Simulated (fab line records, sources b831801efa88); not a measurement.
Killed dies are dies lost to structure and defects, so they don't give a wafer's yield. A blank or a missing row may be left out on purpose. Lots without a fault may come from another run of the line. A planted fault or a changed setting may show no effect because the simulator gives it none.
Which tool did it? | flow gf180mcu | 13 lots, 39 wafers sampled, at 5 steps of a route of 602

WHAT THE GAUGES READ, wafer by wafer
GF_HV_LDD_THK_MEAS_55. Usual: HV_LDD_CVD_54_THK 10.04 nm, standard deviation 0.16.
lot  | measured     | on            | HV_LDD_CVD_54_THK (nm) | flag
L588 | day 12 09:52 | film_metro-03 | 9.84 9.93 9.83         |
L589 | day 12 14:53 | film_metro-01 | 9.89 9.66 9.85         |
L590 | day 13 04:00 | film_metro-02 | 9.98 10.02 10.11       |
L591 | day 13 10:41 | film_metro-01 | 9.78 10.00 9.98        |
L592 | day 13 18:20 | film_metro-01 | 10.18 10.19 10.17      |
L593 | day 13 22:07 | film_metro-01 | 10.30 10.29 10.30      |
L596 | day 15 02:30 | film_metro-01 | 10.13 10.18 10.24      |
L597 | day 15 08:12 | film_metro-02 | 9.88 9.98 9.73         |
L600 | day 16 13:31 | film_metro-02 | 10.09 10.08 9.98       |
L601 | day 16 18:37 | film_metro-03 | 9.86 9.92 9.85         |
L602 | day 17 09:33 | film_metro-03 | 10.20 10.13 10.10      |
L603 | day 17 16:02 | film_metro-01 | 12.50 12.43 12.49      | OFF
L606 | day 18 17:41 | film_metro-01 | 12.59 12.48 12.45      | OFF

GF_V2_RS_MEAS_24: measures by four-point-probe. Usual: V2_W_RS 0.328 ohm/sq, standard deviation 0.0032.
lot  | measured     | on            | V2_W_RS (ohm/sq)  | flag
L588 | day 20 06:43 | film_metro-03 | 0.327 0.327 0.322 |
L589 | day 20 11:20 | film_metro-01 | 0.326 0.326 0.324 |
L590 | day 21 04:59 | film_metro-02 | 0.329 0.325 0.328 |
L591 | day 21 08:47 | film_metro-01 | 0.335 0.327 0.329 |
L592 | day 22 00:11 | film_metro-02 | 0.325 0.329 0.325 |
L593 | day 22 02:27 | film_metro-01 | 0.333 0.332 0.333 |
L596 | day 23 07:52 | film_metro-02 | 0.328 0.330 0.325 |
L597 | day 23 11:17 | film_metro-01 | 0.335 0.333 0.328 |
L600 | day 24 23:01 | film_metro-01 | 0.329 0.328 0.329 |
L601 | day 25 03:47 | film_metro-03 | 0.330 0.331 0.328 |
L602 | day 25 14:41 | film_metro-02 | 0.328 0.327 0.324 |
L603 | day 26 00:23 | film_metro-02 | 0.324 0.328 0.323 |
L606 | day 26 22:35 | film_metro-03 | 0.331 0.330 0.328 |

WHICH TOOL RAN EACH LOT (tool, then ch and the chambers of the sampled wafers, then the start)
lot  | GF_HV_LDD_CVD_54            | GF_M2_SPUTTER_00             | GF_V2_SPUTTER_22
L588 | lpcvd-02 ch 1, day 12 08:50 | pvd_sputter-02, day 18 03:47 | pvd_sputter-01, day 20 06:32
L589 | lpcvd-02 ch 0, day 12 13:52 | pvd_sputter-03, day 18 09:40 | pvd_sputter-04, day 20 11:11
L590 | lpcvd-01 ch 1, day 13 02:59 | pvd_sputter-04, day 19 02:29 | pvd_sputter-01, day 21 04:50
L591 | lpcvd-02 ch 0, day 13 09:40 | pvd_sputter-03, day 19 08:19 | pvd_sputter-01, day 21 08:38
L592 | lpcvd-01 ch 0, day 13 17:18 | pvd_sputter-04, day 19 16:37 | pvd_sputter-01, day 21 23:59
L593 | lpcvd-01 ch 0, day 13 21:06 | pvd_sputter-02, day 19 23:02 | pvd_sputter-03, day 22 02:18
L596 | lpcvd-02 ch 0, day 15 01:29 | pvd_sputter-03, day 21 06:16 | pvd_sputter-03, day 23 07:43
L597 | lpcvd-01 ch 0, day 15 07:11 | pvd_sputter-02, day 21 10:13 | pvd_sputter-01, day 23 11:08
L600 | lpcvd-01 ch 0, day 16 12:30 | pvd_sputter-02, day 23 00:38 | pvd_sputter-01, day 24 22:52
L601 | lpcvd-02 ch 0, day 16 17:35 | pvd_sputter-03, day 23 04:11 | pvd_sputter-03, day 25 03:35
L602 | lpcvd-02 ch 0, day 17 08:32 | pvd_sputter-03, day 23 16:08 | pvd_sputter-01, day 25 14:32
L603 | lpcvd-02 ch 0, day 17 15:01 | pvd_sputter-03, day 24 02:28 | pvd_sputter-03, day 26 00:14
L606 | lpcvd-02 ch 0, day 18 16:40 | pvd_sputter-02, day 25 01:50 | pvd_sputter-01, day 26 22:26
- GF_HV_LDD_CVD_54: deposits SiO2 from TEOS, target thk 10 nm, time 75 s.
- GF_M2_SPUTTER_00: material Ti, target thk 37.5 nm, time 150 s.
- GF_V2_SPUTTER_22: material TiN, target thk 10 nm, time 40 s.

WHAT THE TOOLS THEMSELVES READ (means of the sampled wafers that have a number; where no wafer has one, the mark that the record gives instead)
GF_HV_LDD_CVD_54. Usual: spike_tc_bottom_C 696 C, standard deviation 3.7; spike_tc_centre_C 681.0 C, standard deviation 1.2; spike_tc_lower_C 680.0 C, standard deviation 1.1; spike_tc_top_C 696.4 C, standard deviation 1.6; spike_tc_upper_C 679.6 C, standard deviation 0.93; zone_power_upper_pct 10.6 %, standard deviation 0.77.
lot  | tool     | spike_tc_bottom_C (C) | spike_tc_centre_C (C) | spike_tc_lower_C (C) | spike_tc_top_C (C) | spike_tc_upper_C (C) | zone_power_upper_pct (%) | flag
L588 | lpcvd-02 | 703                   | 678.9                 | 680.6                | 699.3              | 678.7                | 11.5                     |
L589 | lpcvd-02 | 696                   | 681.7                 | 680.6                | 696.3              | 679.9                | 11.4                     |
L590 | lpcvd-01 | 700                   | 682.0                 | 680.0                | 697.9              | 679.0                | 10.5                     |
L591 | lpcvd-02 | 697                   | 681.7                 | 679.3                | 695.8              | 679.5                | 11.4                     |
L592 | lpcvd-01 | 693                   | 680.6                 | 679.9                | 695.3              | 680.3                | 9.7                      |
L593 | lpcvd-01 | 692                   | 680.5                 | 680.3                | 695.1              | 679.9                | 9.9                      |
L596 | lpcvd-02 | 697                   | 681.1                 | 680.0                | 696.4              | 679.6                | 11.4                     |
L597 | lpcvd-01 | 692                   | 680.9                 | 679.5                | 695.7              | 679.6                | 9.7                      |
L600 | lpcvd-01 | 693                   | 681.2                 | 678.7                | 696.0              | 680.5                | 9.7                      |
L601 | lpcvd-02 | 696                   | 681.3                 | 680.0                | 696.4              | 679.3                | 11.3                     |
L602 | lpcvd-02 | 696                   | 681.3                 | 680.0                | 696.8              | 679.3                | 11.4                     |
L603 | lpcvd-02 | 706                   | 691.5                 | 688.7                | 704.5              | 689.3                | 11.6                     | OFF
L606 | lpcvd-02 | 706                   | 690.8                 | 687.7                | 706.7              | 689.0                | 11.7                     | OFF

GF_M2_SPUTTER_00. Usual: throttle_valve_pct 30.4 %, standard deviation 0.77.
lot  | tool           | throttle_valve_pct (%) | flag
L588 | pvd_sputter-02 | 30.0                   |
L589 | pvd_sputter-03 | 31.3                   |
L590 | pvd_sputter-04 | 30.4                   |
L591 | pvd_sputter-03 | 30.3                   |
L592 | pvd_sputter-04 | 30.2                   |
L593 | pvd_sputter-02 | 30.7                   |
L596 | pvd_sputter-03 | 31.4                   |
L597 | pvd_sputter-02 | 30.5                   |
L600 | pvd_sputter-02 | 30.4                   |
L601 | pvd_sputter-03 | 29.6                   |
L602 | pvd_sputter-03 | 29.9                   |
L603 | pvd_sputter-03 | 30.7                   |
L606 | pvd_sputter-02 | 30.4                   |

GF_V2_SPUTTER_22. Usual: throttle_valve_pct 30.3 %, standard deviation 0.67.
lot  | tool           | throttle_valve_pct (%) | flag
L588 | pvd_sputter-01 | 29.9                   |
L589 | pvd_sputter-04 | 30.3                   |
L590 | pvd_sputter-01 | 30.5                   |
L591 | pvd_sputter-01 | 30.7                   |
L592 | pvd_sputter-01 | 30.2                   |
L593 | pvd_sputter-03 | 30.5                   |
L596 | pvd_sputter-03 | 30.2                   |
L597 | pvd_sputter-01 | 29.8                   |
L600 | pvd_sputter-01 | 30.3                   |
L601 | pvd_sputter-03 | 29.7                   |
L602 | pvd_sputter-01 | 30.1                   |
L603 | pvd_sputter-03 | 29.5                   |
L606 | pvd_sputter-01 | 30.8                   |

THE ANSWER, worked out from the rows above alone
Rule: a lot is off if the mean of its wafers that have a number lies more than 3 standard deviations from the usual mean. A lot without any number at a reading at which 4 lots or more have one is off too. The other lots that the step has rows for count as sound. The gauges are gone through in route order, then the tools' own readings, and for those a lot's mean is taken as printed above. The first step at which some lot is off is used, and at that step the reading that is off furthest; a lot without a number counts as furthest.
Off: L603, L606, at GF_HV_LDD_THK_MEAS_55 (HV_LDD_CVD_54_THK).
A tool fits if, at a process step before that reading, it ran every lot that is off, and no sound lot after the first of them. The gauges at GF_HV_LDD_THK_MEAS_55 aren't tried: what is off there is off at GF_HV_LDD_CVD_54 too, on other tools, and a gauge's error can't cause that. One fits: lpcvd-02 at GF_HV_LDD_CVD_54. Its last sound lot is L602 (day 17 08:32), its first lot that is off L603 (day 17 15:01): a fault that began between those two fits.
The tool's own readings at GF_HV_LDD_CVD_54 bear it out: on the lots that are off they differ by more than 5 times the standard deviation of the sound lots' means. spike_tc_centre_C reads 691.1 C there against 681.0 C on the sound lots; spike_tc_lower_C reads 688.2 C there against 679.9 C on the sound lots; spike_tc_top_C reads 705.6 C there against 696.5 C on the sound lots; spike_tc_upper_C reads 689.1 C there against 679.6 C on the sound lots.

WHAT THE SIMULATOR HAD PUT IN
Process parameter drift: lpcvd-02, from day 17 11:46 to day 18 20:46, at GF_HV_LDD_CVD_54. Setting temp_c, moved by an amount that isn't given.
Lots struck among those shown: L603, L606. The rule above found the same.
